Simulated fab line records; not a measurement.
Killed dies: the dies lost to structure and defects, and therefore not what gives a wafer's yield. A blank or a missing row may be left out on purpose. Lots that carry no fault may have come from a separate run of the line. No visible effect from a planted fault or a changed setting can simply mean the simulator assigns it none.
What tool caused it? :: flow sky130 :: 33 wafers from 11 lots sampled at 3 of the route's 708 steps

WHAT THE GAUGES READ, wafer by wafer
SKY_SONOS_ONO_THK_MEAS_05.
lot: L748
measured: day 12 16:56
on: film-metro-01
SONOS_ONO_CVD_04_THK (nm): 5.71 5.75 5.76

lot: L749
measured: day 13 03:41
on: film-metro-01
SONOS_ONO_CVD_04_THK (nm): 5.71 5.68 5.73

lot: L750
measured: day 13 05:52
on: film-metro-04
SONOS_ONO_CVD_04_THK (nm): 5.62 5.61 5.79

lot: L751
measured: day 13 09:11
on: film-metro-04
SONOS_ONO_CVD_04_THK (nm): 5.48 5.55 5.46

lot: L752
measured: day 13 11:25
on: film-metro-01
SONOS_ONO_CVD_04_THK (nm): 5.69 5.89 5.83

lot: L754
measured: day 14 03:30
on: film-metro-01
SONOS_ONO_CVD_04_THK (nm): 5.70 5.62 5.61

lot: L755
measured: day 14 16:17
on: film-metro-03
SONOS_ONO_CVD_04_THK (nm): 5.90 5.83 5.74

lot: L759
measured: day 15 13:39
on: film-metro-01
SONOS_ONO_CVD_04_THK (nm): 7.66 7.62 7.77

lot: L768
measured: day 19 00:25
on: film-metro-01
SONOS_ONO_CVD_04_THK (nm): 5.53 5.63 5.54

lot: L769
measured: day 19 00:26
on: film-metro-04
SONOS_ONO_CVD_04_THK (nm): 5.67 5.61 5.59

lot: L770
measured: day 19 08:14
on: film-metro-01
SONOS_ONO_CVD_04_THK (nm): 5.48 5.56 5.45

WHAT TOOL EACH LOT RAN ON (gives the tool, then ch and the chambers of the sampled wafers, and finally the start)
lot: L748
SKY_VT_ADJUST_NCORE_STRIP_10: plasma-asher-04 ch 0,1, day 9 12:07
SKY_SONOS_ONO_CVD_04: lpcvd-03 ch 0, day 12 15:41

lot: L749
SKY_VT_ADJUST_NCORE_STRIP_10: plasma-asher-01 ch 0,1, day 9 21:53
SKY_SONOS_ONO_CVD_04: lpcvd-03 ch 0, day 13 02:24

lot: L750
SKY_VT_ADJUST_NCORE_STRIP_10: plasma-asher-04 ch 0,1, day 10 02:07
SKY_SONOS_ONO_CVD_04: lpcvd-03 ch 0, day 13 04:37

lot: L751
SKY_VT_ADJUST_NCORE_STRIP_10: plasma-asher-02 ch 0,1, day 10 04:22
SKY_SONOS_ONO_CVD_04: lpcvd-03 ch 0, day 13 07:55

lot: L752
SKY_VT_ADJUST_NCORE_STRIP_10: plasma-asher-02 ch 0,1, day 10 05:37
SKY_SONOS_ONO_CVD_04: lpcvd-03 ch 0, day 13 10:10

lot: L754
SKY_VT_ADJUST_NCORE_STRIP_10: plasma-asher-04 ch 0,1, day 10 19:34
SKY_SONOS_ONO_CVD_04: lpcvd-03 ch 1, day 14 02:15

lot: L755
SKY_VT_ADJUST_NCORE_STRIP_10: plasma-asher-02 ch 0,1, day 11 07:10
SKY_SONOS_ONO_CVD_04: lpcvd-03 ch 1, day 14 15:02

lot: L759
SKY_VT_ADJUST_NCORE_STRIP_10: plasma-asher-04 ch 0,1, day 12 02:11
SKY_SONOS_ONO_CVD_04: lpcvd-03 ch 1, day 15 11:47

lot: L768
SKY_VT_ADJUST_NCORE_STRIP_10: plasma-asher-04 ch 0,1, day 15 01:08
SKY_SONOS_ONO_CVD_04: lpcvd-03 ch 1, day 18 23:10

lot: L769
SKY_VT_ADJUST_NCORE_STRIP_10: plasma-asher-04 ch 0,1, day 15 02:44
SKY_SONOS_ONO_CVD_04: lpcvd-03 ch 0, day 18 23:10

lot: L770
SKY_VT_ADJUST_NCORE_STRIP_10: plasma-asher-04 ch 1, day 15 11:35
SKY_SONOS_ONO_CVD_04: lpcvd-03 ch 0, day 19 06:59
- SKY_VT_ADJUST_NCORE_STRIP_10: strips in O2/N2.
- SKY_SONOS_ONO_CVD_04: deposits SiO2 from SiH4/N2O, target thk 5.7199 nm.

THE ANSWER, worked out from the rows above alone
Rule: what is usual is taken from the lots themselves. Put in order of their means at a reading, lots are off if they are a third of the lots or fewer, leave a main group of 4 or more, and stand apart from it by a gap of 3 or more times the standard deviation of the main group's means; of several such gaps the widest counts. If all means in a main group match to the digits the tables above print for the reading, that group is not used. A lot without any number at a reading at which 4 lots or more have one is off too. Where the step has rows for the other lots, those lots are counted as sound.
Off: L759, at SKY_SONOS_ONO_THK_MEAS_05 (SONOS_ONO_CVD_04_THK). The main group: mean 5.66 nm, standard deviation 0.11.
If a tool, at a process step before that reading, ran all the lots that are off and no sound lot after the first of them, it fits. Those tools and the gauges at SKY_SONOS_ONO_THK_MEAS_05 are tried in the same way. No candidate that was tried fits.

WHAT HAD BEEN PUT IN BY THE SIMULATOR
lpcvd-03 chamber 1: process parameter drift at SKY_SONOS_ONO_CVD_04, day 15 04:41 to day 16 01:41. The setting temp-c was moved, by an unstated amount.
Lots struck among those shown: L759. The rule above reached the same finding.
